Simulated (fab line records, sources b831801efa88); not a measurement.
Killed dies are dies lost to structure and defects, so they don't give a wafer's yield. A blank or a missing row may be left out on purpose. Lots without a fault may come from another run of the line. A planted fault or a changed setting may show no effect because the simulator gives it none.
fab line records | flow gf180mcu
record lots=5 wafers=15 last_day=34
route steps=602 shown M2@371 V2@382
lots that met no fault: from a run of the same line without faults
start_h: hours from the record's first day to the start of the lot's first wafer shown | wait_h: hours since the lot's step before | " the same as in the row above | L1.1+2: a row that stands for several wafers | - no value, or no start given | * or withheld: withheld | < > ~ a bound
route shown NAME@n: a module of which the file shows steps, and the number in the route of the first | usual: mean/standard deviation of fault-free wafers | same: alike in all rows | chamber/n: place in a boat | sites: the reading at each site | _std_site: their standard deviation | _edge_site: outer sites' mean less inner sites' | radius_mm: how far each site lies from the wafer's centre | mask NAME#n: copy n | behind: the tool/chamber that last shaped the wafer | hold: why the lot was held/for how many hours/how that ended | device: the transistor (n, p or np) that didn't switch | end of line: the same wafers' tests at the end of the route | a step without rows: its recipe alone | killed: dies lost to structure and defects at the first sort, not the wafer's yield | map: a wafer's dies, x killed, . not, _ none there
set.NAME: the setting as run; set.NAME@STEP: as run at that earlier step | model.NAME: the simulator's own value behind a step, which no gauge read
lots at some steps of the route; a table a step, a row a wafer
services: from which hour (start_h, from the record's first day; less than 0 if before it) a tool's chamber was out of use, for how many hours, and why
## steps
# step GF_M2_COAT_09
# recipe resist=KrF spin_rpm=withheld resist_thk_nm=1000
# usual chill_plate_temp_C=23.01/0.12
# columns lot.wafer tool chamber start_h wait_h chill_plate_temp_C
L079.2 litho_track-03 0 471.11 0.1 22.92
L079.5 " 0 " " 22.94
L079.6 " 0 " " 22.98
L080.4 litho_track-03 0 480.21 0.1 22.83
L080.5 " 0 " " 22.78
L080.6 " 0 " " 22.84
L084.2 litho_track-01 0 526.31 0.1 23.06
L084.3 " 0 " " 23.11
L084.4 " 0 " " 23.12
L093.2 litho_track-02 0 584.74 0.1 23.12
L093.5 " 0 " " 23.22
L093.6 " 0 " " 23.25
L095.2 litho_track-01 0 601.56 0.1 23.00
L095.3 " 0 " " 22.95
L095.5 " 0 " " 23.21
# step GF_M2_SOFTBAKE_10
# recipe temp_c=130 time_s=60 resist=KrF
# usual chill_plate_temp_C=23.00/0.1
# columns lot.wafer tool chamber start_h wait_h chill_plate_temp_C
L079.2 litho_track-03 0 471.26 0.1 23.10
L079.5 " 0 " " 23.01
L079.6 " 0 " " 22.90
L080.4 litho_track-03 0 480.36 0.1 22.98
L080.5 " 0 " " 22.85
L080.6 " 0 " " 22.80
L084.2 litho_track-01 0 526.46 0.1 23.20
L084.3 " 0 " " 23.13
L084.4 " 0 " " 22.96
L093.2 litho_track-02 0 584.89 0.1 22.89
L093.5 " 0 " " 23.01
L093.6 " 0 " " 22.91
L095.2 litho_track-01 0 601.71 0.1 22.84
L095.3 " 0 " " 22.99
L095.5 " 0 " " 22.92
# step GF_M2_EXPOSE_11
# recipe mask_id=Metal2 target_cd_nm=280 na=0.68 source_shape=conventional sigma_outer=0.6 dose_mj=28.41
# usual focus_offset_nm=0.0/0.53
# same sigma_outer=0.6
# columns lot.wafer tool chamber start_h wait_h mask focus_offset_nm
L079.2 krf_scanner-02 0 - - Metal2#0 -0.4
L079.5 " 0 " " Metal2#0 -0.4
L079.6 " 0 " " Metal2#0 -0.5
L080.4 krf_scanner-01 0 - - Metal2#0 0.0
L080.5 " 0 " " Metal2#0 0.2
L080.6 " 0 " " Metal2#0 0.8
L084.2 krf_scanner-02 0 - - Metal2#0 0.1
L084.3 " 0 " " Metal2#0 -0.3
L084.4 " 0 " " Metal2#0 0.1
L093.2 krf_scanner-01 0 - - Metal2#0 0.0
L093.5 " 0 " " Metal2#0 0.2
L093.6 " 0 " " Metal2#0 -0.1
L095.2 krf_scanner-02 0 - - Metal2#0 0.6
L095.3 " 0 " " Metal2#0 0.6
L095.5 " 0 " " Metal2#0 0.5
# step GF_M2_PEB_12
# recipe peb_temp_c=135 peb_time_s=90 resist=KrF
# usual chill_plate_temp_C=23.00/0.096
# columns lot.wafer tool chamber start_h wait_h chill_plate_temp_C
L079.2 litho_track-03 0 - - 22.86
L079.5 " 0 " " 22.93
L079.6 " 0 " " 22.72
L080.4 litho_track-03 0 - - 23.14
L080.5 " 0 " " 22.92
L080.6 " 0 " " 23.07
L084.2 litho_track-01 0 - - 23.06
L084.3 " 0 " " 22.93
L084.4 " 0 " " 23.06
L093.2 litho_track-02 0 - - 23.05
L093.5 " 0 " " 22.81
L093.6 " 0 " " 22.91
L095.2 litho_track-03 0 - - 23.06
L095.3 " 0 " " 23.08
L095.5 " 0 " " 22.87
# step GF_M2_DEVELOP_13
# recipe develop_time_s=60 dev_temp_c=21
# usual chill_plate_temp_C=22.97/0.11
# columns lot.wafer tool chamber start_h wait_h chill_plate_temp_C
L079.2 litho_track-03 0 483.16 0.2 23.05
L079.5 " 0 " " 23.01
L079.6 " 0 " " 22.95
L080.4 litho_track-03 0 491.96 0.1 22.85
L080.5 " 0 " " 22.88
L080.6 " 0 " " 22.97
L084.2 litho_track-01 0 537.51 0.2 23.08
L084.3 " 0 " " 22.95
L084.4 " 0 " " 22.99
L093.2 litho_track-02 0 595.34 0.2 22.98
L093.5 " 0 " " 22.95
L093.6 " 0 " " 22.98
L095.2 litho_track-03 0 611.55 0.2 22.94
L095.3 " 0 " " 22.85
L095.5 " 0 " " 22.81
# step GF_M2_CD_MEAS_14
# recipe target_cd_nm=280
# usual cd_nm=279.8/1
# columns lot.wafer tool chamber start_h wait_h cd_nm
L079.2 cd_sem-01 - 483.30 0.1 278.9
L079.5 " - " " 278.2
L079.6 " - " " 278.6
L080.4 cd_sem-02 - 492.09 0.1 279.3
L080.5 " - " " 279.2
L080.6 " - " " 279.9
L084.2 cd_sem-02 - 537.65 0.1 278.9
L084.3 " - " " 279.5
L084.4 " - " " 279.3
L093.2 cd_sem-01 - 595.48 0.1 280.2
L093.5 " - " " 280.2
L093.6 " - " " 280.8
L095.2 cd_sem-02 - 611.70 0.1 281.2
L095.3 " - " " 281.4
L095.5 " - " " 279.9
# step GF_M2_OVL_MEAS_15
# usual M2_OVL=-3/5
# columns lot.wafer tool chamber start_h wait_h M2_OVL[nm]
L079.2 overlay-01 - 483.41 0.1 3
L079.5 " - " " 2
L079.6 " - " " 0
L080.4 overlay-01 - 492.17 0.1 -7
L080.5 " - " " -6
L080.6 " - " " -6
L084.2 overlay-01 - 537.76 0.1 -8
L084.3 " - " " -12
L084.4 " - " " -12
L093.2 overlay-01 - 595.59 0.1 2
L093.5 " - " " 6
L093.6 " - " " 6
L095.2 overlay-02 - 611.81 0.1 -3
L095.3 " - " " 4
L095.5 " - " " -2
# step GF_M2_METAL_ETCH_16
# recipe chemistry=Cl2/BCl3 mask_material=KrF target_depth_nm=627.5 stop_on=SiO2 pressure_mtorr=8 icp_w=800 bias_w=140 Cl2_flow_sccm=80 bcl3_flow_sccm=40 time_s=104.6
# usual drypump_motor_current_A=5.6/0.5 oes_product_au=0.971/0.006 throttle_valve_pct=28.252/0.0096
# columns lot.wafer tool chamber start_h wait_h drypump_motor_current_A oes_product_au rf_hours_counter_h throttle_valve_pct
L079.2 rie_metal-01 0 483.44 0.0 5.6 0.966 3 28.245
L079.5 " 1 " " 4.9 0.957 - 28.247
L079.6 " 0 " " 5.6 0.972 - 28.266
L080.4 rie_metal-04 1 492.22 0.0 6.3 0.969 - 28.240
L080.5 " 1 " " 6.2 0.965 - 28.250
L080.6 " 0 " " 5.4 0.963 - 28.246
L084.2 rie_metal-04 0 537.83 0.1 5.4 0.972 - 28.242
L084.3 " 0 " " 5.3 0.969 - 28.244
L084.4 " 0 " " 5.4 0.979 - 28.258
L093.2 rie_metal-04 0 595.62 0.0 5.3 0.975 10 28.251
L093.5 " 1 " " 6.3 0.956 - 28.262
L093.6 " 0 " " 5.3 0.961 - 28.246
L095.2 rie_metal-04 0 611.84 0.0 5.4 0.977 10 28.263
L095.3 " 1 " " 6.2 0.983 - 28.249
L095.5 " 0 " " 5.4 0.974 - 28.237
# step GF_M2_STRIP_17
# recipe chemistry=O2/N2 power_w=1400 pressure_mtorr=1500 platen_temp_c=250 o2_flow_sccm=3000 n2_flow_sccm=300 overash_fraction=0.5
# usual drypump_motor_current_A=5.56/0.29 heater_power_w=359/41 n2_flow_sccm=299.9/0.85 oes_product_au=0.557/0.0049 strip_time_to_endpoint_s=7.86/0.048
# columns lot.wafer tool chamber start_h wait_h drypump_motor_current_A heater_power_w n2_flow_sccm oes_product_au rf_hours_counter_h strip_time_to_endpoint_s
L079.2 plasma_asher-02 1 483.55 0.1 5.56 428 299.6 0.559 29 7.82
L079.5 " 0 " " 5.43 403 299.8 0.556 - 7.84
L079.6 " 1 " " 5.56 406 299.3 0.562 - 7.82
L080.4 plasma_asher-03 0 492.33 0.1 5.87 329 299.1 0.558 - 7.86
L080.5 " 1 " " 5.49 388 301.0 0.552 - 7.87
L080.6 " 0 " " 5.86 329 300.5 0.558 - 7.80
L084.2 plasma_asher-02 1 538.01 0.1 5.56 410 299.6 0.551 34 7.81
L084.3 " 0 " " 5.48 404 300.0 0.554 - 7.78
L084.4 " 1 " " 5.55 412 300.5 0.554 - 7.79
L093.2 plasma_asher-03 1 595.73 0.1 5.49 371 300.5 0.559 85 7.84
L093.5 " 1 " " 5.51 365 300.2 0.558 - 7.87
L093.6 " 0 " " 5.88 330 300.9 0.553 - 7.80
L095.2 plasma_asher-04 0 611.95 0.1 5.87 314 299.8 0.559 106 7.85
L095.3 " 1 " " 4.95 307 300.6 0.556 - 7.92
L095.5 " 0 " " 5.88 314 299.6 0.554 - 7.83
# step GF_M2_STRIP_18
# recipe chemistry=post_etch_residue_remover time_s=1200 temp_c=72.5
# usual temp_c=72.48/0.11
# columns lot.wafer tool chamber start_h wait_h temp_c
L079.2 wet_bench-03 2 483.65 0.1 72.31
L079.5 " 2 " " 72.48
L079.6 " 2 " " 72.35
L080.4 wet_bench-03 3 492.40 0.0 72.52
L080.5 " 3 " " 72.46
L080.6 " 3 " " 72.39
L084.2 wet_bench-01 3 538.11 0.1 72.43
L084.3 " 3 " " 72.39
L084.4 " 3 " " 72.50
L093.2 wet_bench-04 1 595.83 0.1 72.76
L093.5 " 1 " " 72.64
L093.6 " 1 " " 72.64
L095.2 wet_bench-03 0 612.05 0.1 72.59
L095.3 " 0 " " 72.48
L095.5 " 0 " " 72.48
# step GF_M2_CLEAN_19
# recipe chemistry=DIW dry=n2_spin
# columns lot.wafer tool chamber start_h wait_h
L079.2+5+6 wet_bench-04 3 483.99 0.0
L080.4+5+6 wet_bench-01 3 492.74 0.0
L084.2+3+4 wet_bench-03 1 538.45 0.0
L093.2+5+6 wet_bench-04 1 596.20 0.0
L095.2+3+5 wet_bench-01 3 612.39 0.0
# step GF_V2_CVD_00
# recipe material=SiO2 target_thk_nm=600 sigma_open_frac=0.3 temp_c=400 time_s=100 sih4_flow_sccm=60 pressure_mtorr=6
# columns lot.wafer tool chamber start_h wait_h
L079.2+5+6 hdpcvd-01 0,2,0 484.09 0.0
L080.4+5+6 hdpcvd-01 2,0,1 493.21 0.0
L084.2+3+4 hdpcvd-02 1,2,2 538.55 0.0
L093.2+5+6 hdpcvd-02 0,1,0 596.30 0.0
L095.2+3+5 hdpcvd-01 2,0,1 612.48 0.0
# step GF_V2_THK_MEAS_01
# recipe reads=SiO2_of_V2_CVD_00
# usual V2_CVD_00_THK=597/5.1
# columns lot.wafer tool chamber start_h wait_h V2_CVD_00_THK[nm]
L079.2 film_metro-04 - 484.17 0.0 603
L079.5 " - " " 601
L079.6 " - " " 589
L080.4 film_metro-01 - 493.28 0.0 591
L080.5 " - " " 587
L080.6 " - " " 585
L084.2 film_metro-03 - 538.63 0.0 602
L084.3 " - " " 593
L084.4 " - " " 603
L093.2 film_metro-03 - 596.38 0.0 597
L093.5 " - " " 603
L093.6 " - " " 597
L095.2 film_metro-03 - 612.56 0.0 598
L095.3 " - " " 599
L095.5 " - " " 592
# step GF_V2_CVD_02
# recipe material=SiO2 target_thk_nm=850 precursor=TEOS temp_c=400 time_s=94.851 rf_w=600
# usual heater_power_w=712/140
# columns lot.wafer tool chamber start_h wait_h heater_power_w
L079.2 pecvd-03 1 484.22 0.0 978
L079.5 " 0 " " 601
L079.6 " 2 " " 458
L080.4 pecvd-04 2 493.34 0.1 782
L080.5 " 0 " " 695
L080.6 " 1 " " 626
L084.2 pecvd-03 0 538.68 0.0 618
L084.3 " 2 " " 583
L084.4 " 0 " " 660
L093.2 pecvd-01 1 596.43 0.0 635
L093.5 " 1 " " 697
L093.6 " 0 " " 800
L095.2 pecvd-01 1 612.61 0.0 769
L095.3 " 0 " " 842
L095.5 " 1 " " 612
# step GF_V2_THK_MEAS_03
# recipe reads=SiO2_of_V2_CVD_02
# usual V2_CVD_02_THK=849/12
# columns lot.wafer tool chamber start_h wait_h V2_CVD_02_THK[nm]
L079.2 film_metro-03 - 484.30 0.0 832
L079.5 " - " " 857
L079.6 " - " " 855
L080.4 film_metro-03 - 493.41 0.0 862
L080.5 " - " " 855
L080.6 " - " " 852
L084.2 film_metro-04 - 538.76 0.0 838
L084.3 " - " " 844
L084.4 " - " " 848
L093.2 film_metro-04 - 596.51 0.0 848
L093.5 " - " " 858
L093.6 " - " " 881
L095.2 film_metro-04 - 612.69 0.0 847
L095.3 " - " " 859
L095.5 " - " " 859
# step GF_V2_CMP_04
# recipe material=SiO2 down_force_psi=4 platen_rpm=60 pad_velocity_m_s=0.94248
# usual edge_zone_pressure_frac=0.999/0.0049 motor_current_A=12.9/1.1 retaining_ring_pressure_frac=0.999/0.0051 time_to_endpoint_s=80/4.6
# columns lot.wafer tool chamber start_h wait_h edge_zone_pressure_frac motor_current_A retaining_ring_pressure_frac time_to_endpoint_s
L079.2 cmp-02 2 484.50 0.2 0.998 14.6 0.996 72
L079.6 " 3 " " 0.999 14.3 0.999 82
L079.5 " 0 " " 1.003 13.0 1.000 83
L080.4 cmp-02 1 493.59 0.2 0.995 12.7 0.994 84
L080.6 " 2 " " 0.999 13.8 0.989 81
L080.5 " 3 " " 1.006 14.5 1.000 78
L084.2 cmp-02 1 538.81 0.0 0.987 12.9 0.987 74
L084.4 " 2 " " 1.001 13.6 1.001 79
L084.3 " 3 " " 1.004 13.7 1.002 80
L093.2 cmp-02 2 596.77 0.2 1.009 13.7 1.000 82
L093.6 " 3 " " 1.001 14.0 0.997 92
L093.5 " 0 " " 1.008 13.5 1.008 82
L095.2 cmp-01 0 612.74 0.0 1.002 10.6 0.994 81
L095.3 " 2 " " 1.000 11.3 0.998 82
L095.5 " 1 " " 0.994 12.3 1.002 82
# step GF_V2_BOW_MEAS_05
# recipe mode=bow
# usual V2_BOW=100/8.7
# columns lot.wafer tool chamber start_h wait_h V2_BOW[um]
L079.2 film_metro-01 - 484.67 0.1 86
L079.5 " - " " 111
L079.6 " - " " 100
L080.4 film_metro-04 - 493.80 0.2 95
L080.5 " - " " 100
L080.6 " - " " 92
L084.2 film_metro-01 - 539.13 0.3 99
L084.3 " - " " 88
L084.4 " - " " 87
L093.2 film_metro-04 - 596.94 0.1 97
L093.5 " - " " 95
L093.6 " - " " 94
L095.2 film_metro-03 - 613.06 0.3 102
L095.3 " - " " 96
L095.5 " - " " 98
# step GF_V2_DEHYDRATE_06
# recipe temp_c=200 time_s=60
# usual chill_plate_temp_C=23.02/0.1
# columns lot.wafer tool chamber start_h wait_h chill_plate_temp_C
L079.2 litho_track-02 0 495.79 11.1 23.08
L079.5 " 0 " " 22.89
L079.6 " 0 " " 22.88
L080.4 litho_track-02 0 505.29 11.5 22.94
L080.5 " 0 " " 22.95
L080.6 " 0 " " 23.10
L084.2 litho_track-01 0 550.26 11.1 23.07
L084.3 " 0 " " 22.94
L084.4 " 0 " " 23.10
L093.2 litho_track-01 0 606.91 9.9 22.99
L093.5 " 0 " " 22.97
L093.6 " 0 " " 23.02
L095.2 litho_track-01 0 622.81 9.7 23.01
L095.3 " 0 " " 23.11
L095.5 " 0 " " 22.95
# step GF_V2_HMDS_07
# recipe prime_time_s=60 prime_temp_c=120
# usual chill_plate_temp_C=23.01/0.11
# columns lot.wafer tool chamber start_h wait_h chill_plate_temp_C
L079.2 litho_track-02 0 495.94 0.1 22.93
L079.5 " 0 " " 23.08
L079.6 " 0 " " 23.02
L080.4 litho_track-02 0 505.44 0.1 22.97
L080.5 " 0 " " 23.03
L080.6 " 0 " " 22.86
L084.2 litho_track-01 0 550.41 0.1 22.85
L084.3 " 0 " " 22.78
L084.4 " 0 " " 22.82
L093.2 litho_track-01 0 607.06 0.1 22.93
L093.5 " 0 " " 23.06
L093.6 " 0 " " 22.93
L095.2 litho_track-01 0 622.96 0.1 22.91
L095.3 " 0 " " 23.02
L095.5 " 0 " " 22.93
# step GF_V2_COAT_08
# recipe resist=BARC temp_c=withheld time_s=withheld spin_rpm=withheld resist_thk_nm=withheld
# usual chill_plate_temp_C=*
# columns lot.wafer tool chamber start_h wait_h chill_plate_temp_C
L079.2 litho_track-02 0 496.09 0.1 *
L079.5 " 0 " " *
L079.6 " 0 " " *
L080.4 litho_track-02 0 505.59 0.1 *
L080.5 " 0 " " *
L080.6 " 0 " " *
L084.2 litho_track-01 0 550.56 0.1 *
L084.3 " 0 " " *
L084.4 " 0 " " *
L093.2 litho_track-01 0 607.21 0.1 *
L093.5 " 0 " " *
L093.6 " 0 " " *
L095.2 litho_track-01 0 623.11 0.1 *
L095.3 " 0 " " *
L095.5 " 0 " " *
# step GF_V2_COAT_09
# recipe resist=KrF spin_rpm=withheld resist_thk_nm=1000
# usual chill_plate_temp_C=23.02/0.11
# columns lot.wafer tool chamber start_h wait_h chill_plate_temp_C
L079.2 litho_track-02 0 - - 22.91
L079.5 " 0 " " 22.87
L079.6 " 0 " " 22.92
L080.4 litho_track-02 0 - - 23.01
L080.5 " 0 " " 23.00
L080.6 " 0 " " 22.87
L084.2 litho_track-01 0 - - 22.90
L084.3 " 0 " " 23.06
L084.4 " 0 " " 22.92
L093.2 litho_track-01 0 - - 22.97
L093.5 " 0 " " 22.90
L093.6 " 0 " " 22.93
L095.2 litho_track-01 0 - - 23.07
L095.3 " 0 " " 23.20
L095.5 " 0 " " 23.01
# step GF_V2_SOFTBAKE_10
# recipe temp_c=130 time_s=62.22 resist=KrF
# usual chill_plate_temp_C=22.99/0.089 plate_sensor_t_centre_C=131.02/0.01 plate_sensor_t_edge_C=131.21/0.0085
# columns lot.wafer tool chamber start_h wait_h chill_plate_temp_C plate_sensor_t_centre_C plate_sensor_t_edge_C
L079.2 litho_track-02 0 - - 23.02 131.03 131.2
L079.5 " 0 " " 22.95 131 131.21
L079.6 " 0 " " 23.04 131.01 131.22
L080.4 litho_track-02 0 - - 23.14 131 131.21
L080.5 " 0 " " 23.05 131.02 131.21
L080.6 " 0 " " 23.07 131.01 131.2
L084.2 litho_track-01 0 - - 22.93 131.02 131.21
L084.3 " 0 " " 23.09 131.03 131.21
L084.4 " 0 " " 22.92 131.04 131.22
L093.2 litho_track-01 0 - - 22.89 131.01 131.2
L093.5 " 0 " " 22.84 131.03 131.22
L093.6 " 0 " " 23.16 131 131.21
L095.2 litho_track-01 0 - - 23.03 131.02 131.19
L095.3 " 0 " " 23.03 131.02 131.22
L095.5 " 0 " " 22.89 131.04 131.2
# step GF_V2_EXPOSE_11
# recipe mask_id=Via2 target_cd_nm=260 na=0.68 source_shape=conventional sigma_outer=0.6 dose_mj=38
# usual focus_offset_nm=0.1/0.55
# same sigma_outer=0.6
# columns lot.wafer tool chamber start_h wait_h mask focus_offset_nm
L079.2 krf_scanner-02 0 - - Via2#0 1.1
L079.5 " 0 " " Via2#0 0.7
L079.6 " 0 " " Via2#0 0.5
L080.4 krf_scanner-02 0 - - Via2#0 0.2
L080.5 " 0 " " Via2#0 -0.2
L080.6 " 0 " " Via2#0 0.4
L084.2 krf_scanner-02 0 - - Via2#0 0.3
L084.3 " 0 " " Via2#0 -0.3
L084.4 " 0 " " Via2#0 -0.2
L093.2 krf_scanner-01 0 - - Via2#0 -0.4
L093.5 " 0 " " Via2#0 -0.4
L093.6 " 0 " " Via2#0 -0.1
L095.2 krf_scanner-02 0 - - Via2#0 -0.4
L095.3 " 0 " " Via2#0 0.2
L095.5 " 0 " " Via2#0 0.2
# step GF_V2_PEB_12
# recipe peb_temp_c=135 peb_time_s=90 resist=KrF
# usual chill_plate_temp_C=23.01/0.089
# columns lot.wafer tool chamber start_h wait_h chill_plate_temp_C
L079.2 litho_track-01 0 - - 22.94
L079.5 " 0 " " 22.95
L079.6 " 0 " " 22.97
L080.4 litho_track-01 0 - - 23.01
L080.5 " 0 " " 22.83
L080.6 " 0 " " 22.96
L084.2 litho_track-02 0 - - 22.95
L084.3 " 0 " " 23.04
L084.4 " 0 " " 22.98
L093.2 litho_track-04 0 - - 23.00
L093.5 " 0 " " 22.97
L093.6 " 0 " " 23.04
L095.2 litho_track-01 0 - - 23.06
L095.3 " 0 " " 23.09
L095.5 " 0 " " 23.00
# step GF_V2_DEVELOP_13
# recipe develop_time_s=60 resist=KrF dev_temp_c=21
# usual chill_plate_temp_C=22.98/0.097
# columns lot.wafer tool chamber start_h wait_h chill_plate_temp_C
L079.2 litho_track-01 0 507.76 0.2 22.77
L079.5 " 0 " " 22.88
L079.6 " 0 " " 23.01
L080.4 litho_track-01 0 517.96 0.1 23.02
L080.5 " 0 " " 22.90
L080.6 " 0 " " 22.98
L084.2 litho_track-02 0 562.14 0.2 23.08
L084.3 " 0 " " 23.15
L084.4 " 0 " " 23.04
L093.2 litho_track-04 0 617.56 0.2 22.85
L093.5 " 0 " " 23.07
L093.6 " 0 " " 22.90
L095.2 litho_track-01 0 633.81 0.2 23.02
L095.3 " 0 " " 22.84
L095.5 " 0 " " 22.94
# step GF_V2_CD_MEAS_14
# recipe target_cd_nm=260
# usual cd_nm=259.9/1.1
# columns lot.wafer tool chamber start_h wait_h cd_nm
L079.2 cd_sem-01 - 507.90 0.1 258.7
L079.5 " - " " 259.3
L079.6 " - " " 258.3
L080.4 cd_sem-02 - 518.09 0.1 258.5
L080.5 " - " " 259.0
L080.6 " - " " 258.7
L084.2 cd_sem-02 - 562.28 0.1 259.7
L084.3 " - " " 258.7
L084.4 " - " " 259.9
L093.2 cd_sem-01 - 617.70 0.1 260.3
L093.5 " - " " 260.1
L093.6 " - " " 261.0
L095.2 cd_sem-02 - 633.95 0.1 261.0
L095.3 " - " " 260.4
L095.5 " - " " 262.6
# step GF_V2_OVL_MEAS_15
# usual V2_OVL=-4/5.2
# columns lot.wafer tool chamber start_h wait_h V2_OVL[nm]
L079.2 overlay-02 - 508.01 0.1 -8
L079.5 " - " " -11
L079.6 " - " " -7
L080.4 overlay-02 - 518.17 0.1 -6
L080.5 " - " " -3
L080.6 " - " " -7
L084.2 overlay-02 - 562.39 0.1 -9
L084.3 " - " " -7
L084.4 " - " " -3
L093.2 overlay-01 - 617.81 0.1 -8
L093.5 " - " " -12
L093.6 " - " " -10
L095.2 overlay-02 - 634.06 0.1 -7
L095.3 " - " " -5
L095.5 " - " " -9
# step GF_V2_ETCH_16
# recipe chemistry=N2/H2 target_depth_a=withheld overetch_a=withheld time_s=withheld target=BARC ion_energy_ev=200 source_w=500 bias_w=100 pressure_mtorr=30 n2_flow_sccm=100 h2_flow_sccm=200
# usual drypump_motor_current_A=5.7/0.44 n2_flow_sccm=100.0/0.31 oes_product_au=0.854/0.0051 throttle_valve_pct=13.224/0.0093
# columns lot.wafer tool chamber start_h wait_h drypump_motor_current_A n2_flow_sccm oes_product_au throttle_valve_pct
L079.2 rie_diel-02 1 508.04 0.0 5.4 99.6 0.862 13.216
L079.5 " 2 " " 6.2 99.7 0.863 13.226
L079.6 " 3 " " 5.0 99.9 0.850 13.215
L080.4 rie_diel-02 2 518.19 0.0 6.2 100.3 0.862 13.220
L080.5 " 1 " " 5.4 99.9 0.859 13.216
L080.6 " 0 " " 5.3 99.7 0.861 13.219
L084.2 rie_diel-01 2 562.42 0.0 6.5 99.7 0.854 13.227
L084.3 " 3 " " 5.6 100.3 0.857 13.226
L084.4 " 1 " " 5.9 100.6 0.847 13.229
L093.2 rie_diel-02 2 617.84 0.0 6.2 100.3 0.854 13.210
L093.5 " 0 " " 5.3 100.2 0.858 13.227
L093.6 " 1 " " 5.4 99.7 0.856 13.216
L095.2 rie_diel-01 3 634.09 0.0 5.6 100.4 0.856 13.220
L095.3 " 0 " " 5.1 100.1 0.858 13.225
L095.5 " 2 " " 6.5 100.1 0.853 13.225
# step GF_V2_ETCH_17
# recipe chemistry=C4F8/O2/Ar mask_material=KrF target=SiO2 stop_on=TiN source_w=1500 bias_w=1200 pressure_mtorr=40 c4f8_flow_sccm=withheld O2_flow_sccm=6 Ar_flow_sccm=300 time_s=withheld target_depth_a=6300
# usual oes_product_au=0.855/0.004
# columns lot.wafer tool chamber start_h wait_h oes_product_au
L079.2 rie_diel-02 1 - - 0.854
L079.5 " 2 " " 0.860
L079.6 " 3 " " 0.854
L080.4 rie_diel-02 2 - - 0.853
L080.5 " 1 " " 0.854
L080.6 " 0 " " 0.858
L084.2 rie_diel-01 2 - - 0.852
L084.3 " 3 " " 0.859
L084.4 " 1 " " 0.854
L093.2 rie_diel-02 2 - - 0.849
L093.5 " 0 " " 0.855
L093.6 " 1 " " 0.864
L095.2 rie_diel-01 3 - - 0.854
L095.3 " 0 " " 0.854
L095.5 " 2 " " 0.852
# step GF_V2_STRIP_18
# recipe chemistry=O2/N2 power_w=1400 pressure_mtorr=1500 platen_temp_c=250 o2_flow_sccm=3000 n2_flow_sccm=300 overash_fraction=0.5
# usual drypump_motor_current_A=5.6/0.3 heater_power_w=358/47 n2_flow_sccm=299.9/0.87 oes_product_au=0.593/0.0052
# columns lot.wafer tool chamber start_h wait_h drypump_motor_current_A heater_power_w n2_flow_sccm oes_product_au rf_hours_counter_h
L079.2 plasma_asher-01 0 508.17 - 5.9 355 300.6 0.597 8
L079.5 " 1 " " 5.6 315 298.7 0.588 -
L079.6 " 0 " " 5.9 356 300.5 0.591 -
L080.4 plasma_asher-01 0 518.35 - 5.9 357 300.4 0.597 -
L080.5 " 0 " " 5.9 360 300.1 0.604 -
L080.6 " 1 " " 5.6 305 300.8 0.585 -
L084.2 plasma_asher-02 0 562.55 - 5.5 405 300.7 0.598 37
L084.3 " 1 " " 5.6 428 297.8 0.594 -
L084.4 " 0 " " 5.5 398 299.8 0.599 -
L093.2 plasma_asher-02 1 617.97 - 5.6 420 299.8 0.589 43
L093.5 " 1 " " 5.6 432 299.4 0.580 -
L093.6 " 0 " " 5.5 405 299.1 0.595 -
L095.2 plasma_asher-04 1 634.22 - 5.0 305 298.3 0.587 108
L095.3 " 0 " " 5.9 312 299.3 0.592 -
L095.5 " 1 " " 4.9 297 298.9 0.598 -
# step GF_V2_STRIP_19
# recipe chemistry=post_etch_residue_remover time_s=1200 temp_c=72.5
# usual temp_c=72.50/0.11
# columns lot.wafer tool chamber start_h wait_h temp_c
L079.2 wet_bench-02 1 508.27 0.1 72.44
L079.5 " 1 " " 72.57
L079.6 " 1 " " 72.46
L080.4 wet_bench-02 0 518.42 0.0 72.41
L080.5 " 0 " " 72.58
L080.6 " 0 " " 72.57
L084.2 wet_bench-03 3 562.65 0.1 72.37
L084.3 " 3 " " 72.44
L084.4 " 3 " " 72.46
L093.2 wet_bench-02 0 618.07 0.1 72.40
L093.5 " 0 " " 72.38
L093.6 " 0 " " 72.26
L095.2 wet_bench-01 1 634.32 0.1 72.36
L095.3 " 1 " " 72.43
L095.5 " 1 " " 72.52
# step GF_V2_CLEAN_20
# recipe chemistry=DIW dry=n2_spin
# columns lot.wafer tool chamber start_h wait_h
L079.2+5+6 wet_bench-01 2 508.61 0.0
L080.4+5+6 wet_bench-03 3 518.76 0.0
L084.2+3+4 wet_bench-02 3 563.02 0.0
L093.2+5+6 wet_bench-01 3 618.41 0.0
L095.2+3+5 wet_bench-03 1 634.66 0.0
# step GF_V2_SPUTTER_21
# recipe material=Ti target_thk_nm=15 chamber_pressure_pa=5 power_w=2500 substrate_temp_c=200 time_s=80.02
# usual cathode_dc_power_W=2500.0/0.42 throttle_valve_pct=29.9/0.88
# columns lot.wafer tool chamber start_h wait_h cathode_dc_power_W throttle_valve_pct
L079.2 pvd_sputter-01 - 508.79 0.0 2499.6 29.0
L079.5 " - " " 2500.0 31.6
L079.6 " - " " 2499.9 29.2
L080.4 pvd_sputter-01 - 518.85 0.0 2500.4 29.4
L080.5 " - " " 2500.0 29.5
L080.6 " - " " 2500.3 31.3
L084.2 pvd_sputter-01 - 563.12 0.0 2500.1 31.3
L084.3 " - " " 2499.8 29.2
L084.4 " - " " 2500.3 31.4
L093.2 pvd_sputter-04 - 618.50 0.0 2499.3 28.3
L093.5 " - " " 2499.6 29.2
L093.6 " - " " 2500.1 30.2
L095.2 pvd_sputter-03 - 634.77 0.0 2499.9 29.6
L095.3 " - " " 2500.6 30.9
L095.5 " - " " 2500.8 29.4
## services
# columns tool chamber start_h hours kind
rie_diel-02 - 450.96 15.6 pm
rie_diel-01 3 460.03 15.6 repair
rie_metal-04 - 465.60 14.6 pm
krf_scanner-02 - 466.96 0.4 repair
krf_scanner-01 - 467.31 0.8 pm
cmp-02 - 468.27 1.8 repair
krf_scanner-02 - 470.15 1.0 pm
rie_metal-04 - 480.63 0.3 repair
krf_scanner-02 - 480.78 0.8 pm
krf_scanner-01 - 487.29 4.4 pm
cmp-02 - 489.92 1.1 repair
krf_scanner-02 - 504.00 1.3 pm
plasma_asher-02 - 526.74 1.9 repair
cmp-02 - 528.55 3.5 repair
rie_diel-02 - 535.82 1.2 repair
cmp-02 - 537.57 0.9 repair
rie_metal-04 0 559.41 2.2 repair
rie_diel-02 3 561.52 14.8 repair
cmp-02 - 572.00 4.0 pm
rie_diel-01 1 587.65 4.0 repair
wet_bench-03 - 595.02 1.9 pm
krf_scanner-02 - 613.65 6.0 pm
rie_diel-01 3 617.33 9.6 repair
krf_scanner-02 - 624.70 3.6 pm
## key
fault none
